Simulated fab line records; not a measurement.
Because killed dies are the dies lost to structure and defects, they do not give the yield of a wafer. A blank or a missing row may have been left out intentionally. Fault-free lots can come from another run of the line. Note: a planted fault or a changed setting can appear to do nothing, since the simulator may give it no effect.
Tool commonality check ; flow gf180mcu ; 13 lots and 45 wafers in the sample

== WHY IT WAS OPENED ==
GF_V4_RS_MEAS_24, reading V4_W_RS: flagged on 2 of 13 lots. Fault-free wafers read 0.327 ohm/sq, with a standard deviation of 0.0031.
Rule: a lot gets a flag if all its wafers with a number sit over 4 standard deviations from that mean, or if no wafer of it has a number. All remaining lots are regarded as sound.

lot;measured;on;V4_W_RS (ohm/sq), wafer by wafer;flag
L656;day 24 23:04;filmMetro-01;0.331 0.329 0.328;
L657;day 25 06:15;filmMetro-04;0.325 0.330 0.332;
L658;day 25 14:07;filmMetro-01;0.316 0.318 0.320;
L659;day 25 19:41;filmMetro-02;0.323 0.325 0.319;
L660;day 26 07:22;filmMetro-04;0.328 0.324 0.323;
L661;day 26 14:10;filmMetro-02;0.332 0.331 0.331;
L662;day 27 02:38;filmMetro-02;0.331 0.335 0.331;
L664;day 27 07:03;filmMetro-02;0.329 0.321 0.326;
L665;day 27 22:29;filmMetro-01;0.325 0.326 0.325;
L668;day 28 20:36;filmMetro-02;0.329 0.329 0.328;
L669;day 29 04:34;filmMetro-04;0.222 0.218 0.221 0.222 0.217 0.221;FLAGGED
L670;day 29 08:55;filmMetro-04;0.223 0.222 0.221 0.224 0.222 0.221;FLAGGED
L674;day 30 14:51;filmMetro-02;0.327 0.327 0.330;
On average the flagged lots' numbers are 0.221 ohm/sq, which is -0.106 ohm/sq against the usual, or -34 standard deviations.

== LOT BY LOT: THE TOOL USED ==
The record holds 2 process steps before the reading, out of a route of 602 steps. Cell contents, in order: the tool; ch with the chambers the sampled wafers went through; the start.
lot;flag;GF_M4_STRIP_17;GF_V4_CVD_23
L656;;plasmaAsher-01 ch 0, day 23 22:53;cvdW-01 ch 1, day 24 22:58
L657;;plasmaAsher-01 ch 0, day 24 05:55;cvdW-01 ch 0,1, day 25 06:07
L658;;plasmaAsher-04 ch 0,1, day 24 14:25;cvdW-01 ch 0, day 25 13:58
L659;;plasmaAsher-01 ch 0,1, day 24 20:46;cvdW-01 ch 0,1, day 25 19:34
L660;;plasmaAsher-02 ch 0,1, day 25 07:37;cvdW-01 ch 0,1, day 26 07:16
L661;;plasmaAsher-01 ch 0,1, day 25 15:21;cvdW-02 ch 0,1, day 26 14:04
L662;;plasmaAsher-04 ch 0,1, day 26 04:20;cvdW-02 ch 0,1, day 27 02:31
L664;;plasmaAsher-04 ch 0,1, day 26 07:55;cvdW-02 ch 0, day 27 06:55
L665;;plasmaAsher-04 ch 0,1, day 26 23:52;cvdW-02 ch 0,1, day 27 22:23
L668;;plasmaAsher-04 ch 0,1, day 27 22:25;cvdW-01 ch 0,1, day 28 20:28
L669;FLAGGED;plasmaAsher-01 ch 0,1, day 28 06:09;cvdW-01 ch 0,1, day 29 04:28
L670;FLAGGED;plasmaAsher-04 ch 0,1, day 28 11:11;cvdW-01 ch 0,1, day 29 08:48
L674;;plasmaAsher-02 ch 0,1, day 29 18:21;cvdW-02 ch 0,1, day 30 14:43
What these steps do:
- GF_M4_STRIP_17: strips in O2/N2.
- GF_V4_CVD_23: deposits W, target thk 350 nm, time 104.9 s.
- GF_V4_RS_MEAS_24: measures by four-point-probe.

== FLAGGED AGAINST TOTAL, ONE TOOL AT A TIME (gauges that did the reading follow at the end) ==
step;tool;lots run;flagged;share of the flagged lots;sound lots run after its first flagged lot
GF_M4_STRIP_17;plasmaAsher-01;5;1;some;0
GF_M4_STRIP_17;plasmaAsher-02;2;0;none;-
GF_M4_STRIP_17;plasmaAsher-04;6;1;some;0
GF_V4_CVD_23;cvdW-01;8;2;all;0
GF_V4_CVD_23;cvdW-02;5;0;none;-
GF_V4_RS_MEAS_24;filmMetro-01;3;0;none;-
GF_V4_RS_MEAS_24;filmMetro-02;6;0;none;-
GF_V4_RS_MEAS_24;filmMetro-04;4;2;all;0

== WHAT THE TABLE PERMITS ==
cvdW-01 at GF_V4_CVD_23 and filmMetro-04 at GF_V4_RS_MEAS_24 are the 2 rows of the table that ran each flagged lot.
- cvdW-01 at GF_V4_CVD_23: 2 of its 8 lots flagged. A fault beginning between L668 (day 28 20:28), its last sound lot, and L669 (day 29 04:28), its first flagged one, fits the data.
- filmMetro-04 at GF_V4_RS_MEAS_24: 2 of its 4 lots flagged. A fault beginning between L660 (day 26 07:22), its last sound lot, and L669 (day 29 04:34), its first flagged one, fits the data.
These 2 tools cannot be told apart by counting lots, since each of them fits a fault that started at some hour. More lots, or a look at what each step does to the wafer, might.

== WHAT THE SIMULATOR HAD INSERTED ==
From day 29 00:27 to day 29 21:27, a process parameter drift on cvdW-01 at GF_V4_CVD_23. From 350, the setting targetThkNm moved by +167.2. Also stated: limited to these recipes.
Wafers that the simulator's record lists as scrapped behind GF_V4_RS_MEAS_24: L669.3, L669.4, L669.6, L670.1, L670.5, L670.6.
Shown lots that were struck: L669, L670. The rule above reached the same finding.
